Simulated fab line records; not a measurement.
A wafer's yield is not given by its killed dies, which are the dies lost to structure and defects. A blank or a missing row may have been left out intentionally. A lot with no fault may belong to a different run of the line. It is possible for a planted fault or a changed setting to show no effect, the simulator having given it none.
fab line records	flow sky130	part 1 of 2: steps 1 to 28 of 39
record lots=5	wafers=15	lastDay=50
route steps=708 shown METAL2@485 VIA2@507
lots that met no fault: from a run of the same line without faults
startH: hours from the record's first day to the start of the lot's first wafer shown	waitH: time in hours since the lot's previous step	" identical to the entry in the row above	L1.1+2: a row that stands for several wafers	- either no value or no given start	* or withheld: withheld	< > ~ a bound
route shown NAME@n: names a module that has steps shown in the file, with the first one's number in the route	usual: mean and standard deviation over wafers with no fault	same: alike in all rows	chamber/n: place in a boat	sites: each site's reading	_std_site: standard deviation across them	_edge_site: the outer-site mean with the inner-site mean subtracted	radiusMm: for every site, how far away it sits from the centre of the wafer	mask NAME#n: copy n	behind: tool/chamber where the wafer was last shaped	hold: why the lot was held/for how many hours/how that ended	device: transistor that didn't switch, given as n, p or np	end of line: the route-end tests of the same wafers	a step without rows: its recipe alone	killed: count of dies lost to structure and defects at first sort (not the wafer's yield)	map: the dies of a wafer, with x for killed, . for not killed, _ for no die there
set.NAME: the setting the step ran with; set.NAME@STEP: the setting that earlier step ran with	model.NAME: the simulator's own value behind a step, which no gauge read
certain route steps with their lots: each step a table, each wafer a row
services: when a tool's chamber went out of use (startH, in hours from the record's first day, below 0 if earlier), for how many hours, and the reason
## steps
# step SKY_METAL2_SPUTTER_02
# recipe material=AlCu	targetThkNm=250	powerW=10600	timeS=13.3	chamberPressurePa=0.4
# usual cathodeDcPowerW=10600/2	throttleValvePct=29.2/0.91
lot.wafer	tool	chamber	startH	waitH	cathodeDcPowerW	throttleValvePct
L075.1	pvdSputter-01	-	798.10	0.0	10607	29.6
L075.4	"	-	"	"	10598	29.2
L075.6	"	-	"	"	10604	29.2
L081.2	pvdSputter-02	-	850.05	0.0	10601	29.6
L081.3	"	-	"	"	10600	28.3
L081.5	"	-	"	"	10598	27.9
L092.1	pvdSputter-02	-	933.53	0.0	10599	28.2
L092.2	"	-	"	"	10599	28.4
L092.3	"	-	"	"	10600	29.1
L097.2	pvdSputter-01	-	956.88	0.0	10598	29.3
L097.3	"	-	"	"	10606	29.5
L097.6	"	-	"	"	10601	30.6
L096.1	pvdSputter-03	-	959.71	0.0	10599	28.8
L096.5	"	-	"	"	10600	29.2
L096.6	"	-	"	"	10600	30.9
# step SKY_METAL2_SPUTTER_03
# recipe material=Ti	targetThkNm=5	powerW=3000	timeS=3.3	chamberPressurePa=0.4
# usual cathodeDcPowerW=2999.9/0.56	throttleValvePct=29.2/0.94
lot.wafer	tool	chamber	startH	waitH	cathodeDcPowerW	throttleValvePct
L075.1	pvdSputter-01	-	798.12	0.0	3000.4	29.5
L075.4	"	-	"	"	3000.7	29.1
L075.6	"	-	"	"	2999.3	29.7
L081.2	pvdSputter-02	-	850.07	0.0	2999.3	29.3
L081.3	"	-	"	"	3000.4	27.8
L081.5	"	-	"	"	2999.5	28.0
L092.1	pvdSputter-02	-	933.56	0.0	2999.8	27.9
L092.2	"	-	"	"	2998.7	28.0
L092.3	"	-	"	"	2999.8	29.5
L097.2	pvdSputter-01	-	956.90	0.0	2999.9	28.8
L097.3	"	-	"	"	2999.4	29.4
L097.6	"	-	"	"	2999.8	30.5
L096.1	pvdSputter-03	-	959.73	0.0	3000.2	29.6
L096.5	"	-	"	"	2999.4	29.4
L096.6	"	-	"	"	3000.1	31.0
# step SKY_METAL2_SPUTTER_04
# recipe material=TiN	targetThkNm=70	powerW=6500	timeS=58.3	chamberPressurePa=0.4
# usual cathodeDcPowerW=6500.1/1.2	throttleValvePct=29.2/0.92
lot.wafer	tool	chamber	startH	waitH	cathodeDcPowerW	throttleValvePct
L075.1	pvdSputter-01	-	798.14	0.0	6500.2	29.8
L075.4	"	-	"	"	6500.1	29.1
L075.6	"	-	"	"	6499.3	29.5
L081.2	pvdSputter-02	-	850.09	0.0	6497.9	29.4
L081.3	"	-	"	"	6501.0	28.2
L081.5	"	-	"	"	6501.1	28.0
L092.1	pvdSputter-02	-	933.58	0.0	6501.0	28.1
L092.2	"	-	"	"	6498.3	28.3
L092.3	"	-	"	"	6499.6	29.2
L097.2	pvdSputter-01	-	956.92	0.0	6497.9	28.8
L097.3	"	-	"	"	6497.6	29.3
L097.6	"	-	"	"	6499.7	30.6
L096.1	pvdSputter-03	-	959.75	0.0	6499.9	29.3
L096.5	"	-	"	"	6501.4	29.3
L096.6	"	-	"	"	6499.4	30.9
# step SKY_METAL2_RS_MEAS_05
# recipe thkMeasGauge=four-point-probe	reads=TiN_of_METAL2_SPUTTER_04+Ti_of_METAL2_SPUTTER_03+AlCu_of_METAL2_SPUTTER_02+TiN_of_METAL2_SPUTTER_01+Ti_of_METAL2_SPUTTER_00
# usual METAL2_ALCU_RS=0.1273/0.0015
lot.wafer	tool	chamber	startH	waitH	METAL2_ALCU_RS[ohm/sq]
L075.1	filmMetro-03	-	798.19	0.0	0.1271
L075.4	"	-	"	"	0.1264
L075.6	"	-	"	"	0.1260
L081.2	filmMetro-02	-	850.16	0.0	0.1281
L081.3	"	-	"	"	0.1281
L081.5	"	-	"	"	0.1267
L092.1	filmMetro-04	-	933.62	0.0	0.1282
L092.2	"	-	"	"	0.1272
L092.3	"	-	"	"	0.1278
L097.2	filmMetro-03	-	956.99	0.0	0.1253
L097.3	"	-	"	"	0.1241
L097.6	"	-	"	"	0.1243
L096.1	filmMetro-03	-	959.80	0.0	0.1269
L096.5	"	-	"	"	0.1264
L096.6	"	-	"	"	0.1257
# step SKY_METAL2_THK_MEAS_06
# recipe thkMeasGauge=xrf	reads=AlCu_of_METAL2_SPUTTER_02
# usual METAL2_ALCU_THK=245/3.1
lot.wafer	tool	chamber	startH	waitH	METAL2_ALCU_THK[nm]
L075.1	filmMetro-03	-	798.31	0.1	241
L075.4	"	-	"	"	244
L075.6	"	-	"	"	242
L081.2	filmMetro-02	-	850.27	0.1	247
L081.3	"	-	"	"	248
L081.5	"	-	"	"	250
L092.1	filmMetro-04	-	933.74	0.1	242
L092.2	"	-	"	"	245
L092.3	"	-	"	"	243
L097.2	filmMetro-03	-	957.10	0.1	245
L097.3	"	-	"	"	249
L097.6	"	-	"	"	248
L096.1	filmMetro-03	-	959.92	0.1	243
L096.5	"	-	"	"	245
L096.6	"	-	"	"	246
# step SKY_METAL2_DEHYDRATE_07
# recipe tempC=200	timeS=60
lot.wafer	tool	chamber	startH	waitH
L075.1+4+6	lithoTrack-02	0	810.69	12.4
L081.2+3+5	lithoTrack-03	0	861.56	11.3
L092.1+2+3	lithoTrack-02	0	945.29	11.5
L097.2+3+6	lithoTrack-04	0	967.90	10.8
L096.1+5+6	lithoTrack-03	0	971.38	11.5
# step SKY_METAL2_HMDS_08
# recipe primeTimeS=60	primeTempC=120
lot.wafer	tool	chamber	startH	waitH
L075.1+4+6	lithoTrack-02	0	810.84	0.1
L081.2+3+5	lithoTrack-03	0	861.71	0.1
L092.1+2+3	lithoTrack-02	0	945.44	0.1
L097.2+3+6	lithoTrack-04	0	968.05	0.1
L096.1+5+6	lithoTrack-03	0	971.53	0.1
# step SKY_METAL2_COAT_09
# recipe resist=BARC	tempC=withheld	timeS=withheld	spinRpm=3000	resistThkNm=60
lot.wafer	tool	chamber	startH	waitH
L075.1+4+6	lithoTrack-02	0	810.99	0.1
L081.2+3+5	lithoTrack-03	0	861.86	0.1
L092.1+2+3	lithoTrack-02	0	945.59	0.1
L097.2+3+6	lithoTrack-04	0	968.20	0.1
L096.1+5+6	lithoTrack-03	0	971.68	0.1
# step SKY_METAL2_COAT_10
# recipe resist=KrF-thick	spinRpm=3000	resistThkNm=450
lot.wafer	tool	chamber	startH	waitH
L075.1+4+6	lithoTrack-02	0	-	-
L081.2+3+5	lithoTrack-03	0	-	-
L092.1+2+3	lithoTrack-02	0	-	-
L097.2+3+6	lithoTrack-04	0	-	-
L096.1+5+6	lithoTrack-03	0	-	-
# step SKY_METAL2_SOFTBAKE_11
# recipe tempC=100	timeS=86.95	resist=KrF-thick
lot.wafer	tool	chamber	startH	waitH
L075.1+4+6	lithoTrack-02	0	-	-
L081.2+3+5	lithoTrack-03	0	-	-
L092.1+2+3	lithoTrack-02	0	-	-
L097.2+3+6	lithoTrack-04	0	-	-
L096.1+5+6	lithoTrack-03	0	-	-
# step SKY_METAL2_EXPOSE_12
# recipe maskId=MM2	na=0.8	sourceShape=annular	sigmaInner=0.55	sigmaOuter=0.85	targetCdNm=140	doseMj=28
lot.wafer	tool	chamber	startH	waitH	mask
L075.1+4+6	krfScanner-02	0	-	-	MM2#0
L081.2+3+5	krfScanner-01	0	-	-	MM2#0
L092.1+2+3	krfScanner-02	0	-	-	MM2#0
L097.2+3+6	krfScanner-02	0	-	-	MM2#0
L096.1+5+6	krfScanner-01	0	-	-	MM2#0
# step SKY_METAL2_PEB_13
# recipe pebTempC=withheld	pebTimeS=withheld	resist=KrF-thick
lot.wafer	tool	chamber	startH	waitH
L075.1+4+6	lithoTrack-04	0	-	-
L081.2+3+5	lithoTrack-04	0	-	-
L092.1+2+3	lithoTrack-02	0	-	-
L097.2+3+6	lithoTrack-04	0	-	-
L096.1+5+6	lithoTrack-04	0	-	-
# step SKY_METAL2_DEVELOP_14
# recipe developTimeS=60	resist=KrF-thick	devTempC=21
# same developTimeS=60
lot.wafer	tool	chamber	startH	waitH
L075.1+4+6	lithoTrack-04	0	-	-
L081.2+3+5	lithoTrack-04	0	-	-
L092.1+2+3	lithoTrack-02	0	-	-
L097.2+3+6	lithoTrack-04	0	-	-
L096.1+5+6	lithoTrack-04	0	-	-
# step SKY_METAL2_CD_MEAS_15
# recipe targetCdNm=140
# usual cdNm=139.8/1.7
lot.wafer	tool	chamber	startH	waitH	cdNm
L075.1	cdSem-02	-	824.77	-	141.5
L075.4	"	-	"	"	142.6
L075.6	"	-	"	"	143.6
L081.2	cdSem-01	-	875.74	-	141.0
L081.3	"	-	"	"	142.7
L081.5	"	-	"	"	141.9
L092.1	cdSem-02	-	957.84	-	141.4
L092.2	"	-	"	"	140.8
L092.3	"	-	"	"	141.0
L097.2	cdSem-01	-	980.89	-	139.5
L097.3	"	-	"	"	138.4
L097.6	"	-	"	"	138.8
L096.1	cdSem-01	-	983.92	-	136.8
L096.5	"	-	"	"	139.2
L096.6	"	-	"	"	137.4
# step SKY_METAL2_OVL_MEAS_16
# usual METAL2_OVL=7/5.9
lot.wafer	tool	chamber	startH	waitH	METAL2_OVL[nm]
L075.1	overlay-01	-	824.89	0.1	-3
L075.4	"	-	"	"	2
L075.6	"	-	"	"	5
L081.2	overlay-02	-	875.85	0.1	-3
L081.3	"	-	"	"	-2
L081.5	"	-	"	"	4
L092.1	overlay-02	-	957.96	0.1	11
L092.2	"	-	"	"	14
L092.3	"	-	"	"	23
L097.2	overlay-02	-	981.00	0.1	6
L097.3	"	-	"	"	-1
L097.6	"	-	"	"	5
L096.1	overlay-01	-	984.04	0.1	7
L096.5	"	-	"	"	3
L096.6	"	-	"	"	9
# step SKY_METAL2_DESCUM_17
# recipe chemistry=O2	sourcePowerW=150	biasPowerW=0	pressureMtorr=10	tempC=40	timeS=8
# usual drypumpMotorCurrentA=5.6/0.49	oesProductAu=0.997/0.011	tempC=39.99/0.1
lot.wafer	tool	chamber	startH	waitH	drypumpMotorCurrentA	oesProductAu	rfHoursCounterH	tempC
L075.1	rieMetal-04	0	824.93	0.0	5.8	1.004	7	39.89
L075.4	"	0	"	"	5.8	1.000	-	40.23
L075.6	"	0	"	"	5.8	1.006	-	40.00
L081.2	rieMetal-04	1	875.88	0.0	4.9	0.993	8	39.99
L081.3	"	0	"	"	5.8	1.002	-	39.89
L081.5	"	0	"	"	5.8	1.010	-	39.88
L092.1	rieMetal-01	1	958.00	0.0	6.4	0.995	2	40.04
L092.2	"	0	"	"	5.2	0.997	7	39.92
L092.3	"	1	"	"	6.4	0.996	-	39.90
L097.2	rieMetal-04	0	981.03	0.0	5.9	1.015	14	40.02
L097.3	"	0	"	"	5.9	0.992	-	40.04
L097.6	"	0	"	"	5.8	0.998	-	40.15
L096.1	rieMetal-04	0	984.08	0.0	5.9	0.996	15	39.98
L096.5	"	0	"	"	5.8	1.000	-	39.81
L096.6	"	1	"	"	5.0	0.993	-	39.95
# step SKY_METAL2_ETCH_18
# recipe chemistry=N2/H2	target=BARC	ionEnergyEv=200	biasW=100	pressureMtorr=30	n2FlowSccm=100	h2FlowSccm=200	icpW=500	stopOn=SiO2	timeS=45.9	targetDepthA=600
# usual drypumpMotorCurrentA=5.6/0.49	oesProductAu=0.856/0.0045	throttleValvePct=13.225/0.0091
lot.wafer	tool	chamber	startH	waitH	drypumpMotorCurrentA	oesProductAu	rfHoursCounterH	throttleValvePct
L075.1	rieMetal-04	0	824.97	0.0	5.8	0.850	7	13.215
L075.4	"	0	"	"	5.8	0.857	-	13.226
L075.6	"	0	"	"	5.9	0.855	-	13.235
L081.2	rieMetal-04	1	875.91	0.0	5.0	0.864	8	13.233
L081.3	"	0	"	"	5.8	0.850	-	13.224
L081.5	"	0	"	"	5.8	0.859	-	13.223
L092.1	rieMetal-01	1	958.03	0.0	6.4	0.856	2	13.226
L092.2	"	0	"	"	5.3	0.857	7	13.205
L092.3	"	1	"	"	6.4	0.860	-	13.237
L097.2	rieMetal-04	0	981.06	0.0	5.8	0.861	14	13.223
L097.3	"	0	"	"	5.8	0.853	-	13.225
L097.6	"	0	"	"	5.9	0.857	-	13.220
L096.1	rieMetal-04	0	984.11	0.0	5.9	0.867	15	13.219
L096.5	"	0	"	"	5.9	0.858	-	13.234
L096.6	"	1	"	"	5.0	0.863	-	13.217
# step SKY_METAL2_METAL_ETCH_19
# recipe targetDepthA=3600	stopOn=SiO2	overEtchFrac=0.3	timeS=78	chemistry=Cl2/BCl3	resistSidewallDeg=88	pressureMtorr=10	icpW=900	biasW=48.5	Cl2_flow_sccm=60	bcl3FlowSccm=30
# usual drypumpMotorCurrentA=5.6/0.49	mfcCl2Sccm=60.03/0.18	oesProductAu=0.853/0.0059	throttleValvePct=22.265/0.0095
lot.wafer	tool	chamber	startH	waitH	drypumpMotorCurrentA	mfcCl2Sccm	oesProductAu	rfHoursCounterH	throttleValvePct
L075.1	rieMetal-04	0	825.05	0.1	5.8	59.96	0.859	8	22.273
L075.4	"	0	"	"	5.8	60.16	0.851	-	22.268
L075.6	"	0	"	"	5.8	60.33	0.858	-	22.255
L081.2	rieMetal-04	1	875.97	0.0	5.0	60.16	0.858	8	22.264
L081.3	"	0	"	"	5.9	59.97	0.847	-	22.249
L081.5	"	0	"	"	5.9	59.65	0.850	-	22.268
L092.1	rieMetal-01	1	958.09	0.0	6.4	59.86	0.849	2	22.256
L092.2	"	0	"	"	5.2	60.10	0.854	7	22.256
L092.3	"	1	"	"	6.4	60.12	0.853	-	22.253
L097.2	rieMetal-04	0	981.12	0.0	5.8	59.86	0.858	15	22.272
L097.3	"	0	"	"	5.8	60.21	0.856	-	22.261
L097.6	"	0	"	"	5.8	60.10	0.866	-	22.270
L096.1	rieMetal-04	0	984.17	0.0	5.8	60.20	0.846	15	22.268
L096.5	"	0	"	"	5.9	60.09	0.854	-	22.273
L096.6	"	1	"	"	5.0	60.06	0.856	-	22.257
# step SKY_METAL2_STRIP_20
# recipe chemistry=O2/N2	powerW=1400	pressureMtorr=1500	platenTempC=withheld	o2FlowSccm=3000	n2FlowSccm=300	overashFraction=0.5
# usual drypumpMotorCurrentA=5.77/0.24	oesProductAu=0.343/0.0047	stripTimeToEndpointS=2.72/0.044
lot.wafer	tool	chamber	startH	waitH	drypumpMotorCurrentA	oesProductAu	rfHoursCounterH	stripTimeToEndpointS
L075.1	plasmaAsher-02	0	825.17	0.1	5.59	0.333	69	2.66
L075.4	"	0	"	"	5.57	0.343	-	2.67
L075.6	"	0	"	"	5.56	0.340	-	2.66
L081.2	plasmaAsher-02	1	876.06	0.1	5.72	0.345	74	2.72
L081.3	"	1	"	"	5.71	0.337	-	2.67
L081.5	"	0	"	"	5.60	0.342	-	2.67
L092.1	plasmaAsher-02	0	958.18	0.1	5.60	0.335	82	2.78
L092.2	"	1	"	"	5.71	0.344	82	2.80
L092.3	"	1	"	"	5.69	0.346	-	2.74
L097.2	plasmaAsher-02	1	981.21	0.1	5.67	0.338	84	2.66
L097.3	"	1	"	"	5.71	0.339	-	2.66
L097.6	"	0	"	"	5.58	0.343	-	2.66
L096.1	plasmaAsher-02	0	984.26	0.1	5.55	0.347	84	2.66
L096.5	"	1	"	"	5.72	0.333	-	2.67
L096.6	"	0	"	"	5.57	0.345	-	2.75
# step SKY_METAL2_STRIP_21
# recipe chemistry=postEtchResidueRemover	timeS=1200	tempC=72.5
# usual tempC=72.49/0.13
lot.wafer	tool	chamber	startH	waitH	tempC
L075.1	wetBench-01	0	825.27	0.1	72.57
L075.4	"	0	"	"	72.69
L075.6	"	0	"	"	72.70
L081.2	wetBench-04	1	876.16	0.1	72.36
L081.3	"	1	"	"	72.61
L081.5	"	1	"	"	72.53
L092.1	wetBench-04	0	958.28	0.1	72.80
L092.2	"	0	"	"	72.71
L092.3	"	0	"	"	72.85
L097.2	wetBench-04	1	981.31	0.1	72.52
L097.3	"	1	"	"	72.70
L097.6	"	1	"	"	72.72
L096.1	wetBench-01	1	984.36	0.1	72.43
L096.5	"	1	"	"	72.41
L096.6	"	1	"	"	72.51
# step SKY_METAL2_CLEAN_22
# recipe chemistry=IPA	timeS=180	tempC=25
# usual tempC=24.99/0.11
lot.wafer	tool	chamber	startH	waitH	tempC
L075.1	wetBench-02	3	825.65	0.0	24.99
L075.4	"	3	"	"	25.06
L075.6	"	3	"	"	25.19
L081.2	wetBench-01	0	876.53	0.0	24.96
L081.3	"	0	"	"	25.00
L081.5	"	0	"	"	25.03
L092.1	wetBench-04	2	958.65	0.0	24.87
L092.2	"	2	"	"	25.06
L092.3	"	2	"	"	25.01
L097.2	wetBench-02	0	981.65	0.0	25.05
L097.3	"	0	"	"	24.98
L097.6	"	0	"	"	24.88
L096.1	wetBench-02	0	984.70	0.0	25.01
L096.5	"	0	"	"	25.06
L096.6	"	0	"	"	25.06
# step SKY_METAL2_CLEAN_23
# recipe chemistry=O3/DIW	dry=n2Spin
lot.wafer	tool	chamber	startH	waitH
L075.1+4+6	wetBench-01	0	825.70	0.0
L081.2+3+5	wetBench-02	1	876.59	0.0
L092.1+2+3	wetBench-04	1	958.72	0.0
L097.2+3+6	wetBench-01	2	981.72	0.0
L096.1+5+6	wetBench-01	0	984.76	0.0
# step SKY_VIA2_HDPCVD_00
# recipe material=SiO2	targetThkNm=1180	sigmaOpenFrac=0.3	timeS=196.7	tempC=400	sih4FlowSccm=60	pressureMtorr=6
lot.wafer	tool	chamber	startH	waitH
L075.1+4+6	hdpcvd-01	2,1,2	825.80	0.0
L081.2+3+5	hdpcvd-02	2,0,2	876.68	0.0
L092.1+2+3	hdpcvd-01	0,1,2	958.87	0.1
L097.2+3+6	hdpcvd-01	1,0,2	981.81	0.0
L096.1+5+6	hdpcvd-02	1,2,0	984.85	0.0
# step SKY_VIA2_THK_MEAS_01
# recipe reads=SiO2_of_VIA2_HDPCVD_00
# usual VIA2_HDPCVD_THK=1185/10
lot.wafer	tool	chamber	startH	waitH	VIA2_HDPCVD_THK[nm]
L075.1	filmMetro-01	-	825.93	0.1	1186
L075.4	"	-	"	"	1180
L075.6	"	-	"	"	1192
L081.2	filmMetro-03	-	876.82	0.1	1179
L081.3	"	-	"	"	1176
L081.5	"	-	"	"	1176
L092.1	filmMetro-03	-	959.00	0.1	1184
L092.2	"	-	"	"	1203
L092.3	"	-	"	"	1192
L097.2	filmMetro-04	-	981.95	0.1	1202
L097.3	"	-	"	"	1190
L097.6	"	-	"	"	1195
L096.1	filmMetro-04	-	984.98	0.1	1183
L096.5	"	-	"	"	1185
L096.6	"	-	"	"	1191
# step SKY_VIA2_CMP_02
# recipe material=SiO2	downForcePsi=4	platenRpm=60	padVelocityMS=0.94248
# usual edgeZonePressureFrac=1.000/0.0051	motorCurrentA=12.2/0.79	platenRpm=60.00/0.045	retainingRingPressureFrac=1.000/0.0049	slurryFlowMlMin=150.0/0.47
lot.wafer	tool	chamber	startH	waitH	edgeZonePressureFrac	motorCurrentA	platenRpm	retainingRingPressureFrac	slurryFlowMlMin
L075.4	cmp-01	1	826.04	0.1	1.001	12.2	60.05	1.003	150.5
L075.1	"	3	"	"	1.003	12.5	59.95	0.992	149.7
L075.6	"	0	"	"	1.004	13.4	59.96	1.002	150.6
L081.2	cmp-02	0	877.10	0.3	1.003	11.1	60.02	0.996	150.1
L081.3	"	1	"	"	0.999	12.4	59.99	0.997	150.0
L081.5	"	3	"	"	0.988	12.0	59.99	0.994	150.5
L092.2	cmp-02	2	959.06	0.0	0.997	12.5	59.97	1.000	149.4
L092.1	"	0	"	"	1.001	11.2	60.01	1.004	150.2
L092.3	"	1	"	"	0.997	13.2	60.01	1.001	150.3
L097.2	cmp-02	0	982.05	0.1	0.998	11.3	60.08	0.998	149.6
L097.3	"	1	"	"	1.002	12.2	60.06	0.996	149.7
L097.6	"	0	"	"	1.005	11.6	60.04	0.998	149.4
L096.1	cmp-02	3	985.09	0.1	1.000	12.0	59.93	1.007	150.4
L096.6	"	2	"	"	1.001	12.6	60.09	0.998	149.9
L096.5	"	3	"	"	0.995	12.3	59.96	1.000	149.7
# step SKY_VIA2_BOW_MEAS_03
# recipe mode=bow
# usual VIA2_BOW=85/6.5
lot.wafer	tool	chamber	startH	waitH	VIA2_BOW[um]
L075.1	filmMetro-04	-	826.29	0.1	80
L075.4	"	-	"	"	83
L075.6	"	-	"	"	93
L081.2	filmMetro-01	-	877.32	0.2	92
L081.3	"	-	"	"	80
L081.5	"	-	"	"	96
L092.1	filmMetro-04	-	959.36	0.1	87
L092.2	"	-	"	"	84
L092.3	"	-	"	"	90
L097.2	filmMetro-01	-	982.32	0.2	91
L097.3	"	-	"	"	82
L097.6	"	-	"	"	70
L096.1	filmMetro-03	-	985.37	0.2	88
L096.5	"	-	"	"	88
L096.6	"	-	"	"	86
# step SKY_VIA2_DEHYDRATE_04
# recipe tempC=200	timeS=60
lot.wafer	tool	chamber	startH	waitH
L075.1+4+6	lithoTrack-01	0	837.88	11.6
L081.2+3+5	lithoTrack-01	0	888.81	11.5
L092.1+2+3	lithoTrack-02	0	970.74	11.4
L097.2+3+6	lithoTrack-03	0	992.71	10.4
L096.1+5+6	lithoTrack-01	0	996.43	11.0
# step SKY_VIA2_HMDS_05
# recipe primeTimeS=60	primeTempC=120
lot.wafer	tool	chamber	startH	waitH
L075.1+4+6	lithoTrack-01	0	838.03	0.1
L081.2+3+5	lithoTrack-01	0	888.96	0.1
L092.1+2+3	lithoTrack-02	0	970.89	0.1
L097.2+3+6	lithoTrack-03	0	992.86	0.1
L096.1+5+6	lithoTrack-01	0	996.58	0.1
